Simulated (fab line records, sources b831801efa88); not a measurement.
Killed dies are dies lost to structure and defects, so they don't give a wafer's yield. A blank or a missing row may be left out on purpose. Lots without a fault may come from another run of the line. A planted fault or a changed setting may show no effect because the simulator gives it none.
fab line records | flow sky130
record lots=6 wafers=18 last_day=49
route steps=708 shown NWELL@68 PAD_OPEN@708
lots that met no fault: from a run of the same line without faults
start_h: hours from the record's first day to the start of the lot's first wafer shown | wait_h: hours since the lot's step before | " the same as in the row above | L1.1+2: a row that stands for several wafers | - no value, or no start given | * or withheld: withheld | < > ~ a bound
route shown NAME@n: a module of which the file shows steps, and the number in the route of the first | usual: mean/standard deviation of fault-free wafers | same: alike in all rows | chamber/n: place in a boat | sites: the reading at each site | _std_site: their standard deviation | _edge_site: outer sites' mean less inner sites' | radius_mm: how far each site lies from the wafer's centre | mask NAME#n: copy n | behind: the tool/chamber that last shaped the wafer | hold: why the lot was held/for how many hours/how that ended | device: the transistor (n, p or np) that didn't switch | end of line: the same wafers' tests at the end of the route | a step without rows: its recipe alone | killed: dies lost to structure and defects at the first sort, not the wafer's yield | map: a wafer's dies, x killed, . not, _ none there
set.NAME: the setting as run; set.NAME@STEP: as run at that earlier step | model.NAME: the simulator's own value behind a step, which no gauge read
lots at some steps of the route; a table a step, a row a wafer
services: from which hour (start_h, from the record's first day; less than 0 if before it) a tool's chamber was out of use, for how many hours, and why
## steps
# step SKY_NWELL_TW_MEAS_15
# usual NWELL_TW=1814/25
# columns lot.wafer tool chamber start_h wait_h NWELL_TW
L447.1 film_metro-04 - 91.24 0.1 1795
L447.4 " - " " 1795
L447.6 " - " " 1791
L455.2 film_metro-04 - 141.30 0.1 1779
L455.3 " - " " 1785
L455.6 " - " " 1782
L459.2 film_metro-01 - 161.60 0.1 1823
L459.4 " - " " 1814
L459.5 " - " " 1821
L462.2 film_metro-03 - 177.44 0.1 1843
L462.3 " - " " 1849
L462.4 " - " " 1841
L463.1 film_metro-04 - 184.24 0.1 1788
L463.3 " - " " 1806
L463.5 " - " " 1793
L467.3 film_metro-01 - 207.45 0.1 1835
L467.4 " - " " 1843
L467.5 " - " " 1839
# step SKY_NWELL_DEHYDRATE_16
# recipe temp_c=200 time_s=60
# step SKY_NWELL_HMDS_17
# recipe prime_time_s=60 prime_temp_c=120
# step SKY_NWELL_COAT_18
# recipe spin_rpm=2000 resist_thk_nm=3000
# step SKY_NWELL_SOFTBAKE_19
# recipe temp_c=110 time_s=withheld
# step SKY_NWELL_EXPOSE_20
# recipe mask_id=NWM_COMPLEMENT na=0.6 source_shape=conventional sigma_outer=0.6 polarization=unpolarized target_cd_nm=840 dose_mj=260
# step SKY_NWELL_PEB_21
# recipe temp_c=115 time_s=withheld
# step SKY_NWELL_DEVELOP_22
# recipe wall_angle_deg=90 developer=TMAH develop_time_s=60 dev_temp_c=23
# step SKY_NWELL_OVL_MEAS_23
# usual NWELL_01_OVL=-2.2/1.3
# columns lot.wafer tool chamber start_h wait_h NWELL_01_OVL[nm]
L447.1 overlay-01 - 108.99 - 0.1
L447.4 " - " " 0.3
L447.6 " - " " -0.3
L455.2 overlay-01 - 161.09 - -0.8
L455.3 " - " " -2.0
L455.6 " - " " -2.3
L459.2 overlay-02 - 182.06 - -0.7
L459.4 " - " " -1.3
L459.5 " - " " -1.6
L462.2 overlay-01 - 198.26 - -3.3
L462.3 " - " " -1.4
L462.4 " - " " -3.6
L463.1 overlay-02 - 205.54 - -2.4
L463.3 " - " " -4.2
L463.5 " - " " -3.3
L467.3 overlay-02 - 229.30 - -2.8
L467.4 " - " " -1.5
L467.5 " - " " -1.1
# step SKY_NWELL_IMPLANT_24
# recipe species=B energy_kev=142.2 dose_cm2=9.2e+12 tilt_deg=withheld
# step SKY_NWELL_STRIP_25
# recipe chemistry=O2/N2 power_w=1400 pressure_mtorr=1500 platen_temp_c=withheld o2_flow_sccm=3000 n2_flow_sccm=300 overash_fraction=0.5
# usual drypump_motor_current_A=5.7/0.37 n2_flow_sccm=300.1/0.89 oes_product_au=0.722/0.005 strip_time_to_endpoint_s=36.90/0.12
# columns lot.wafer tool chamber start_h wait_h drypump_motor_current_A n2_flow_sccm oes_product_au rf_hours_counter_h strip_time_to_endpoint_s
L447.1 plasma_asher-03 1 109.18 0.1 5.3 299.2 0.719 30 36.93
L447.4 " 0 " " 6.5 301.0 0.719 - 36.87
L447.6 " 0 " " 6.4 300.7 0.722 - 36.97
L455.2 plasma_asher-02 0 161.64 0.1 5.4 300.2 0.722 4 37.05
L455.3 " 1 " " 5.7 298.1 0.717 - 36.91
L455.6 " 1 " " 5.6 298.2 0.721 - 37.04
L459.2 plasma_asher-02 1 182.24 0.1 5.7 300.9 0.725 6 36.79
L459.4 " 0 " " 5.4 301.0 0.722 - 36.85
L459.5 " 1 " " 5.7 300.8 0.730 - 36.74
L462.2 plasma_asher-03 1 198.44 0.1 5.3 301.0 0.721 38 37.05
L462.3 " 0 " " 6.4 299.9 0.716 - 36.99
L462.4 " 1 " " 5.3 299.9 0.721 - 37.01
L463.1 plasma_asher-03 1 205.73 0.1 5.3 298.0 0.716 39 36.72
L463.3 " 1 " " 5.3 299.0 0.732 - 36.77
L463.5 " 0 " " 6.4 301.2 0.725 - 36.77
L467.3 plasma_asher-01 1 229.51 0.1 5.9 300.9 0.725 - 36.82
L467.4 " 0 " " 5.8 298.8 0.722 - 36.73
L467.5 " 1 " " 5.9 299.7 0.722 - 36.79
# step SKY_NWELL_TW_MEAS_26
# usual NWELL_2_TW=495/7
# columns lot.wafer tool chamber start_h wait_h NWELL_2_TW
L447.1 film_metro-03 - 109.28 0.1 503
L447.4 " - " " 500
L447.6 " - " " 503
L455.2 film_metro-03 - 161.75 0.1 501
L455.3 " - " " 504
L455.6 " - " " 503
L459.2 film_metro-04 - 182.35 0.1 489
L459.4 " - " " 491
L459.5 " - " " 490
L462.2 film_metro-04 - 198.55 0.1 487
L462.3 " - " " 487
L462.4 " - " " 486
L463.1 film_metro-04 - 205.83 0.1 488
L463.3 " - " " 488
L463.5 " - " " 487
L467.3 film_metro-01 - 229.60 0.1 497
L467.4 " - " " 494
L467.5 " - " " 494
# step SKY_NWELL_CLEAN_27
# recipe chemistry=SC1/SC2 mix=1:4:20 temp_c=70 time_s=150 dry=n2_spin
# usual bath_heat_duty_pct=13.2/1.5 run_length_s=179/3.7
# columns lot.wafer tool chamber start_h wait_h bath_heat_duty_pct run_length_s
L447.1 wet_bench-03 0 109.34 0.1 13.1 177
L447.4 " 0 " " 12.3 177
L447.6 " 0 " " 13.4 177
L455.2 wet_bench-03 3 161.80 0.0 15.4 85
L455.3 " 3 " " 16.3 85
L455.6 " 3 " " 16.1 85
L459.2 wet_bench-03 3 182.40 0.0 15.8 91
L459.4 " 3 " " 15.6 91
L459.5 " 3 " " 15.2 91
L462.2 wet_bench-04 1 198.60 0.0 11.1 176
L462.3 " 1 " " 11.0 176
L462.4 " 1 " " 11.7 176
L463.1 wet_bench-02 0 205.89 0.1 13.5 181
L463.3 " 0 " " 13.5 181
L463.5 " 0 " " 12.4 181
L467.3 wet_bench-04 3 229.64 0.0 13.5 185
L467.4 " 3 " " 12.1 185
L467.5 " 3 " " 12.1 185
# step SKY_NWELL_RTA_28
# recipe temp_c=1050 time_s=30 idle_temp_c=650 ramp_up_c_per_s=150 ramp_down_c_per_s=90 ambient=N2
# usual lamp_power_pct=25.31/0.056 wafer_temp_C_max=1054.7/0.89
# columns lot.wafer tool chamber start_h wait_h lamp_power_pct wafer_temp_C_max
L447.1 rtp_anneal-01 0 109.39 0.0 25.43 1055.0
L447.4 " 0 " " 25.27 1053.6
L447.6 " 0 " " 25.35 1054.1
L455.2 rtp_anneal-01 0 161.87 0.0 25.33 1056.0
L455.3 " 0 " " 25.34 1053.7
L455.6 " 0 " " 25.30 1053.5
L459.2 rtp_anneal-01 0 182.54 0.1 25.26 1053.4
L459.4 " 0 " " 25.34 1055.7
L459.5 " 0 " " 25.33 1054.6
L462.2 rtp_anneal-02 0 198.67 0.0 25.48 1056.9
L462.3 " 0 " " 25.31 1055.4
L462.4 " 0 " " 25.32 1054.0
L463.1 rtp_anneal-01 0 205.94 0.0 25.27 1054.0
L463.3 " 0 " " 25.37 1055.1
L463.5 " 0 " " 25.25 1055.1
L467.3 rtp_anneal-02 0 229.73 0.0 25.32 1054.0
L467.4 " 0 " " 25.21 1056.4
L467.5 " 0 " " 25.34 1055.2
# step SKY_PAD_OPEN_PROBE_99
# usual killed_at_M0_to_M3=43/6.5 killed_at_M4_up=3.2/1.8 killed_at_contacts=24/5 killed_at_front_end=15/4.1 killed_at_other=0.3/0.54 killed_dies=85/9.3 killed_open=47/7.2 killed_short=39/5.9
# same gross_dies=492 killed_at_back_side=0
# columns lot.wafer tool chamber start_h wait_h killed_at_M0_to_M3 killed_at_M4_up killed_at_contacts killed_at_front_end killed_at_other killed_dies killed_open killed_short model.etest.cap_thick_oxide.gate_bv_v
L447.1 prober-01 - 1083.56 0.1 47 1 24 19 0 91 45 45 16.2
L447.4 prober-01 - 1083.71 0.2 39 8 27 24 0 98 58 40 15.99
L447.6 prober-01 - 1083.81 0.2 43 2 17 20 0 82 42 40 15.79
L455.2 prober-01 - 1134.25 0.1 46 3 23 22 0 94 56 37 14.99
L455.3 prober-01 - 1134.30 0.2 51 1 29 16 0 97 53 42 15.66
L455.6 prober-01 - 1134.45 0.2 45 2 25 10 0 82 50 32 14.97
L459.2 prober-01 - 1152.51 0.1 49 2 18 17 0 86 46 40 15.45
L459.4 prober-01 - 1152.61 0.2 43 4 29 16 1 93 41 51 15.6
L459.5 prober-01 - 1152.66 0.2 54 2 25 24 0 105 49 56 15.06
L462.2 prober-02 - 1165.76 0.1 39 4 26 15 0 84 48 36 15.43
L462.3 prober-02 - 1165.81 0.2 47 5 25 14 0 91 56 35 15.56
L462.4 prober-02 - 1165.86 0.2 37 1 22 16 1 77 43 34 15.74
L463.1 prober-01 - 1167.47 0.1 27 1 30 13 0 71 40 31 15.67
L463.3 prober-01 - 1167.57 0.2 38 2 24 12 0 76 40 36 16.12
L463.5 prober-01 - 1167.67 0.2 38 1 26 11 0 76 44 32 15.54
L467.3 prober-01 - 1186.48 0.2 41 7 19 12 0 79 31 48 15.9
L467.4 prober-01 - 1186.53 0.2 37 4 21 20 0 82 46 36 15.67
L467.5 prober-01 - 1186.58 0.2 49 4 22 16 0 91 47 44 15.49
# killed by level:class
L447.1 VIA1:geometric_particle:open=14 CONTACT:geometric_particle:open=8 VIA3:geometric_particle:open=8 LOCAL_INTERCONNECT:geometric_particle:short=7 METAL2:geometric_particle:short=6 VIA2:geometric_particle:short=5 FIELD_ISO:geometric_particle:short=4 POLY_GATE:geometric_particle:short=4
L447.4 CONTACT:geometric_particle:open=9 VIA1:geometric_particle:open=9 LI_CONTACT:geometric_particle:open=8 FIELD_ISO:geometric_particle:open=7 VIA3:geometric_particle:open=6 METAL2:geometric_particle:short=6 POLY_GATE:geometric_particle:open=5 METAL4:geometric_particle:short=5
L447.6 VIA2:geometric_particle:open=10 FIELD_ISO:geometric_particle:short=9 CONTACT:geometric_particle:open=6 METAL1:geometric_particle:short=6 VIA1:geometric_particle:open=6 FIELD_ISO:geometric_particle:open=5 METAL2:geometric_particle:short=5 LOCAL_INTERCONNECT:geometric_particle:short=4
L455.2 CONTACT:geometric_particle:open=10 VIA1:geometric_particle:open=10 VIA2:geometric_particle:open=8 FIELD_ISO:geometric_particle:open=7 VIA3:geometric_particle:open=7 POLY_GATE:geometric_particle:open=5 LOCAL_INTERCONNECT:geometric_particle:short=5 VIA2:geometric_particle:short=5
L455.3 LI_CONTACT:geometric_particle:open=11 VIA1:geometric_particle:open=10 CONTACT:geometric_particle:open=10 METAL2:geometric_particle:short=9 METAL1:geometric_particle:short=7 VIA3:geometric_particle:open=7 LOCAL_INTERCONNECT:geometric_particle:short=5 FIELD_ISO:geometric_particle:short=4
L455.6 CONTACT:geometric_particle:open=11 VIA1:geometric_particle:open=11 METAL1:geometric_particle:short=7 LI_CONTACT:geometric_particle:open=6 VIA2:geometric_particle:open=6 FIELD_ISO:geometric_particle:open=5 CONTACT:geometric_particle:short=5 VIA3:geometric_particle:open=5
L459.2 METAL1:geometric_particle:short=10 VIA2:geometric_particle:open=8 CONTACT:geometric_particle:open=8 VIA1:geometric_particle:open=7 VIA3:geometric_particle:open=6 FIELD_ISO:geometric_particle:open=5 POLY_GATE:geometric_particle:short=5 POLY_GATE:geometric_particle:open=4
L459.4 CONTACT:geometric_particle:short=9 LOCAL_INTERCONNECT:geometric_particle:short=8 LI_CONTACT:geometric_particle:open=6 CONTACT:geometric_particle:open=6 VIA1:geometric_particle:open=6 VIA2:geometric_particle:open=6 METAL3:geometric_particle:short=6 POLY_GATE:geometric_particle:open=5
L459.5 VIA2:geometric_particle:open=10 CONTACT:geometric_particle:open=8 VIA1:geometric_particle:open=8 METAL1:geometric_particle:short=7 METAL2:geometric_particle:short=6 CONTACT:geometric_particle:short=6 VIA1:geometric_particle:short=6 FIELD_ISO:geometric_particle:open=5
L462.2 LI_CONTACT:geometric_particle:open=8 VIA1:geometric_particle:open=8 CONTACT:geometric_particle:open=8 METAL1:geometric_particle:short=8 VIA2:geometric_particle:open=8 CONTACT:geometric_particle:short=6 POLY_GATE:geometric_particle:open=5 FIELD_ISO:geometric_particle:short=3
L462.3 VIA1:geometric_particle:open=16 CONTACT:geometric_particle:open=10 LI_CONTACT:geometric_particle:open=9 VIA1:geometric_particle:short=7 VIA3:geometric_particle:open=6 POLY_GATE:geometric_particle:open=4 METAL1:geometric_particle:short=4 METAL2:geometric_particle:short=4
L462.4 CONTACT:geometric_particle:open=9 METAL1:geometric_particle:short=9 VIA1:geometric_particle:open=9 VIA2:geometric_particle:open=7 POLY_GATE:geometric_particle:short=4 LI_CONTACT:geometric_particle:open=4 CONTACT:geometric_particle:short=4 FIELD_ISO:geometric_particle:open=3
L463.1 CONTACT:geometric_particle:open=11 LI_CONTACT:geometric_particle:open=9 VIA1:geometric_particle:open=6 CONTACT:geometric_particle:short=6 METAL1:geometric_particle:short=5 POLY_GATE:geometric_particle:short=3 METAL2:geometric_particle:short=3 VIA1:geometric_particle:short=3
L463.3 LI_CONTACT:geometric_particle:open=11 VIA1:geometric_particle:open=10 FIELD_ISO:geometric_particle:short=6 LOCAL_INTERCONNECT:geometric_particle:short=5 METAL1:geometric_particle:short=5 CONTACT:geometric_particle:open=4 VIA2:geometric_particle:open=4 METAL2:geometric_particle:short=4
L463.5 VIA1:geometric_particle:open=10 CONTACT:geometric_particle:short=7 LI_CONTACT:geometric_particle:open=6 CONTACT:geometric_particle:open=6 VIA2:geometric_particle:open=6 VIA3:geometric_particle:open=5 FIELD_ISO:geometric_particle:open=4 LOCAL_INTERCONNECT:geometric_particle:short=4
L467.3 CONTACT:geometric_particle:short=8 VIA1:geometric_particle:short=7 METAL1:geometric_particle:short=7 METAL4:geometric_particle:short=5 CONTACT:geometric_particle:open=5 VIA2:geometric_particle:open=5 METAL2:geometric_particle:short=4 VIA1:geometric_particle:open=4
L467.4 VIA1:geometric_particle:open=9 CONTACT:geometric_particle:open=8 VIA3:geometric_particle:open=7 FIELD_ISO:geometric_particle:short=6 POLY_GATE:geometric_particle:open=6 LI_CONTACT:geometric_particle:open=5 FIELD_ISO:geometric_particle:open=4 LI_CONTACT:geometric_particle:short=4
L467.5 METAL1:geometric_particle:short=10 VIA1:geometric_particle:open=7 VIA3:geometric_particle:open=7 CONTACT:geometric_particle:open=6 VIA2:geometric_particle:open=6 FIELD_ISO:geometric_particle:open=5 LI_CONTACT:geometric_particle:open=5 LOCAL_INTERCONNECT:geometric_particle:short=5
## services
# columns tool chamber start_h hours kind
rtp_anneal-01 - 92.61 3.4 pm
plasma_asher-02 - 108.75 9.0 pm
plasma_asher-02 0 108.75 9.0 vent_cycle
plasma_asher-02 1 108.75 9.0 vent_cycle
plasma_asher-02 0 117.75 - clean
plasma_asher-02 1 117.75 - clean
plasma_asher-01 - 133.42 4.5 repair
plasma_asher-03 - 183.05 13.6 repair
## key
first_sign step=SKY_NWELL_CLEAN_27 reading=run_length_s direction=down sigmas=24 usual=* struck=*
effect none on later readings
model_effect step=SKY_PAD_OPEN_PROBE_99 value=etest.cap_thick_oxide.gate_bv_v without=15.85 struck=15.29
met_at SKY_NWELL_CLEAN_27
struck_wafers L455.2,L455.3,L455.6,L459.2,L459.4,L459.5
tester_left_out L455,L459
onset_between 109.34 161.80
fault kind=process_parameter_drift tool=wet_bench-03 chamber=- onset_h=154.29 steps=SKY_NWELL_CLEAN_27 channel=time_s offset=* shape=step end_h=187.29 acts_in=* stated=*
# tester_left_out: of these lots the tester's yield and bins aren't shown, on N5 and GAA mostly nor the transistor test; their killed dies are dies lost to structure and defects alone, not to doping, threshold or leakage, so they don't give the yield
